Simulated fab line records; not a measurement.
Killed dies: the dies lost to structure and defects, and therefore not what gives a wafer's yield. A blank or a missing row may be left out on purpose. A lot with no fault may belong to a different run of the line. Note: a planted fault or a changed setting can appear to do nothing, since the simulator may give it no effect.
Chamber matching    flow gf180mcu    3 sister chambers for GF_MIM_CVD_05 on pecvd-01
The step deposits Si3N4, target thk 42 nm, time 29.086 s. 16 wafers are shown with their chamber, then 8 later ones without.

## WAFERS WITH THEIR CHAMBER
wafer   chamber  heater-power-w (W)
L087.1  1        672
L087.2  2        639
L087.3  0        746
L087.4  2        650
L087.5  0        754
L087.6  1        683
L088.1  0        612
L088.2  1        578
L088.3  2        664
L088.4  0        617
L088.5  2        653
L088.6  1        549
L089.1  2        611
L089.2  1        576
L089.3  0        649
L089.4  2        626

SIGNATURES, as means of the wafers listed above
reading         chamber 0  chamber 1  chamber 2  scatter within a chamber
heater-power-w  675.60     611.60     640.50     52.8
Rule: a wafer's distance from a chamber is the root of the sum, over the readings, of the square of ((its reading less the chamber's mean) divided by the reading's scatter). If the next closest chamber is less than 2 further off than the closest, the wafer can't be placed; otherwise it belongs to the closest. The scatter: take each reading less its chamber's mean, square it, sum over the shown wafers, divide by the number of wafers less the number of chambers, and take the root.

## WAFERS WITHOUT THEIR CHAMBER
wafer   heater-power-w (W)
L089.5  665
L089.6  579
L090.1  780
L090.2  603
L090.3  563
L090.4  575
L090.5  602
L090.6  772

## EACH ONE'S CHAMBER
wafer   from the rows above           in truth
L089.5  can't be placed: 0 or 2 or 1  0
L089.6  can't be placed: 1 or 2 or 0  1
L090.1  can't be placed: 0 or 2 or 1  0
L090.2  can't be placed: 1 or 2 or 0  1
L090.3  can't be placed: 1 or 2 or 0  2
L090.4  can't be placed: 1 or 2 or 0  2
L090.5  can't be placed: 1 or 2 or 0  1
L090.6  can't be placed: 0 or 2 or 1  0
Correctly placed: 0 of 8. Unplaceable from these rows: 8, with the true chamber sitting among the candidates in 8. Wrongly placed: 0.
